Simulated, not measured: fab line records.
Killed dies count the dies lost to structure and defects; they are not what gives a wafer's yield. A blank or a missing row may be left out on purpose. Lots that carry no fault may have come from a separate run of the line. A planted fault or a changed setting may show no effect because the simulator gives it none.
A struck lot beside a sound one ; flow sky130 ; 17 out of 708 route steps
Sound: these wafers, L311.3, L311.4, L311.6. Struck: wafers L321.1, L321.3, L321.6. The cause comes at the end.
At each step with rows: each side's tool, then ch and its chambers, then its first start. Under that, the readings that differ: sound wafers ; struck wafers ; difference of the means ; sigmas: that difference in standard deviations of wafers without a fault.
alike: same words and numbers on both sides, and readings whose means sit less than 2 such deviations apart. not compared: any withheld reading, any reading some wafer has no value for, any bound like >300 that may hide the same value, and any number with overlapping values for which the record gives no deviation.
A row with sigmas, a row that says differs or no value, or rows on one side alone: a step with any of these is where the two part. Numbers that have no deviation but don't overlap get no sigmas and don't part them. A reading that every wafer of one side lacks parts them only if that side has two wafers or more.

first, 1 step without rows for these wafers: SKY_VT_ADJUST_NCORE_IMPLANT_09.
SKY_VT_ADJUST_NCORE_STRIP_10: strips in O2/N2.
  sound on plasmaAsher-02 ch 0,1, day 9 10:28; struck on plasmaAsher-02 ch 0,1, day 12 04:31
  alike: drypumpMotorCurrentA, oesProductAu, stripTimeToEndpointS
  not compared: rfHoursCounterH
SKY_VT_ADJUST_NCORE_TW_MEAS_11:
  sound on filmMetro-01, day 9 10:34; struck on filmMetro-01, day 12 04:37
  alike: VT_ADJUST_NCORE_TW
then, 7 steps without rows for these wafers: SKY_VT_ADJUST_HVTR_DEHYDRATE_00 (time 60 s); SKY_VT_ADJUST_HVTR_HMDS_01 (prime time 60 s); SKY_VT_ADJUST_HVTR_COAT_02 (resist thk 1140 nm); SKY_VT_ADJUST_HVTR_SOFTBAKE_03 (time 60 s); SKY_VT_ADJUST_HVTR_EXPOSE_04 (exposes mask HVTRM, target cd 380 nm); SKY_VT_ADJUST_HVTR_PEB_05; SKY_VT_ADJUST_HVTR_DEVELOP_06 (develop time 60 s).
SKY_VT_ADJUST_HVTR_CD_MEAS_07: the cd target is 380 nm.
  sound on cdSem-01, day 10 07:55; struck on cdSem-01, day 13 05:09
  alike: cdNm
SKY_VT_ADJUST_HVTR_OVL_MEAS_08:
  sound on overlay-01, day 10 08:01; struck on overlay-01, day 13 05:16
  alike: VT_ADJUST_HVTR_OVL
SKY_VT_ADJUST_HVTR_IMPLANT_09:
  sound on implanter-04 ch 0, day 10 08:05; struck on implanter-02 ch 0, day 13 05:19
reading;sound;struck;difference;sigmas
doseIonsCm2;2.0989e+12 2.1e+12 2.1014e+12;1.3874e+12 1.389e+12 1.3879e+12;-7.1200e+11;-99 or more
faradayCurrentUA;11.86 11.76 11.82;7.65 7.89 7.71;-4.06;-18
SKY_VT_ADJUST_HVTR_STRIP_10: strips in O2/N2.
  sound on plasmaAsher-01 ch 0,1, day 10 08:13; struck on plasmaAsher-03 ch 0,1, day 13 05:28
  alike: drypumpMotorCurrentA, oesProductAu, stripTimeToEndpointS
  not compared: rfHoursCounterH
SKY_VT_ADJUST_HVTR_TW_MEAS_11:
  sound on filmMetro-04, day 10 08:19; struck on filmMetro-01, day 13 05:34
reading;sound;struck;difference;sigmas
VT_ADJUST_HVTR_TW;212.3 211.9 213.3;187.6 189.4 189.6;-23.6;-11
then, 1 step without rows for these wafers: SKY_VT_ADJUST_PCH_DEHYDRATE_00 (time 60 s).
-- record jumps: 36 days separate the struck wafers' starts on either side; left off in module VT_ADJUST_PCH, taken up again in module PAD_OPEN, whose first shown step is the route's number 708 --
SKY_PAD_OPEN_PROBE_99:
  sound on prober-02, day 46 13:46; struck on prober-02, day 48 22:57
reading;sound;struck;difference;sigmas
model.etest.pfet_01v8_mvt.offLog10AUm;-11.84 -11.52 -11.57;-12.09 -11.9 -11.96;-0.34;
model.etest.pfet_01v8_mvt.vtSatV (V);-0.6452 -0.6234 -0.6261;-0.6701 -0.6689 -0.6694;-0.0379;
model.etest.pfet_01v8_mvt.vtV (V);-0.7193 -0.7052 -0.7075;-0.7407 -0.7418 -0.7409;-0.0305;
model.etest.pfet_01v8_mvt.vtLongV (V);-0.9196 -0.9141 -0.9142;-0.9437 -0.9454 -0.9435;-0.0282;
  alike: killed_at_M0_to_M3, killed_at_M4_up, killedAtContacts, killedAtFrontEnd, killedAtOther, killedDies, killedOpen, killedShort
  not compared: model.etest.pfet_01v8_mvt.driveUaUm

## WHERE THEY PART
Earliest at SKY_VT_ADJUST_HVTR_IMPLANT_09; latest, in this record, at SKY_VT_ADJUST_HVTR_TW_MEAS_11. Later steps at which nothing parts them and some readings are alike: SKY_PAD_OPEN_PROBE_99.

WHY: the cause the simulator had injected
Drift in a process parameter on implanter-02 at SKY_VT_ADJUST_HVTR_IMPLANT_09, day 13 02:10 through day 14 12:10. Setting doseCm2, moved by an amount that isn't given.
